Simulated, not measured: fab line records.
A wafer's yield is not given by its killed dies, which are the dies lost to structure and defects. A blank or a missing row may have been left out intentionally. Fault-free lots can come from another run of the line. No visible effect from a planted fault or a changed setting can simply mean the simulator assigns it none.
One fault through the eyes of 2 desks    flow sky130    each desk has only its own numbers; what lay behind them comes last

TOOL OWNER'S DESK, rie_diel-01
The tool's own readings at SKY_SONOS_ONO_ETCH_15 (etches the open film in CHF3/O2, target depth 19.52 nm, time 7.8 s): means of the sampled wafers that have a number, for each lot that ran on this tool. The brackets show how far a lot's mean lies from the usual mean; more than 4 standard deviations puts the lot out of limits, marked OUT.
Columns: A = chf3_flow_sccm at SKY_SONOS_ONO_ETCH_15, usual 50.01 sccm; B = drypump_motor_current_A at SKY_SONOS_ONO_ETCH_15, usual 5.7 A; C = oes_product_au at SKY_SONOS_ONO_ETCH_15, usual 0.997 a.u.; D = throttle_valve_pct at SKY_SONOS_ONO_ETCH_15, usual 8.824 %
lot   first seen here  A      B    C                 D
L985  day 14 03:56     50.12  5.9  1.004             8.831
L988  day 15 00:31     50.10  5.8  1.001             8.825
L991  day 15 14:50     49.78  6.0  1.001             8.823
L993  day 16 06:35     49.94  6.1  1.008             8.826
L996  day 16 21:58     50.07  6.0  0.986             8.822
L100  day 18 05:41     50.02  5.9  0.928 (-6.9) OUT  8.817
L102  day 19 01:16     50.14  5.7  0.889 (-11) OUT   8.806
L104  day 19 11:43     50.23  5.4  0.766 (-23) OUT   8.768 (-6.5) OUT
This desk finds L100, L102, L104 out of limits, L100 being first, at day 18 05:41 (oes_product_au at SKY_SONOS_ONO_ETCH_15). L985, L988, L991, L993, L996: within limits.

METROLOGY DESK
What the gauges read for every lot (on any tool): the sampled wafers with a number, averaged. The brackets show how far a lot's mean lies from the usual mean; more than 4 standard deviations puts the lot out of limits, marked OUT.
Columns: A = VT_ADJUST_LVTN_01_OVL at SKY_VT_ADJUST_LVTN_OVL_MEAS_18, usual -0.3 nm; B = POLY_GATE_OXIDATION_THK at SKY_POLY_GATE_THK_MEAS_21, usual 4.00 nm
lot   first seen here  A     B
L985  day 8 19:37      0.0   4.11
L988  day 9 16:04      -0.5  3.95
L990  day 9 17:29      0.0   3.93
L991  day 10 06:37     -0.7  3.97
L992  day 10 09:28     -0.2  3.98
L994  day 10 16:58     0.6   4.06
L993  day 10 17:16     -2.1  4.12
L995  day 10 23:59     1.9   3.86
L996  day 11 05:31     -0.6  4.02
L100  day 12 09:05     2.0   4.02
L102  day 12 23:10     -1.5  4.01
L104  day 13 08:16     1.1   4.18
L105  day 13 20:07     1.5   3.95
Finding of this desk: none of the 13 lots has anything out of limits.

PUT TOGETHER
At day 18 05:41, on L100, L102, L104, the tool owner's desk was in a position to raise an alarm.
Nothing out of limits was seen by the metrology desk.
The metrology desk has L100, L102, L104 on record, within its limits.
All the named lots went through SKY_SONOS_ONO_ETCH_15 on rie_diel-01.

WHAT THE SIMULATOR PUT IN
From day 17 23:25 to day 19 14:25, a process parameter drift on rie_diel-01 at SKY_SONOS_ONO_ETCH_15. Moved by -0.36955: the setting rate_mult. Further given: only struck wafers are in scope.
Lots struck among those shown: L100, L102, L104.
Time in hours from fault onset to the first out-of-limits reading at each desk: the tool owner's desk, 6.
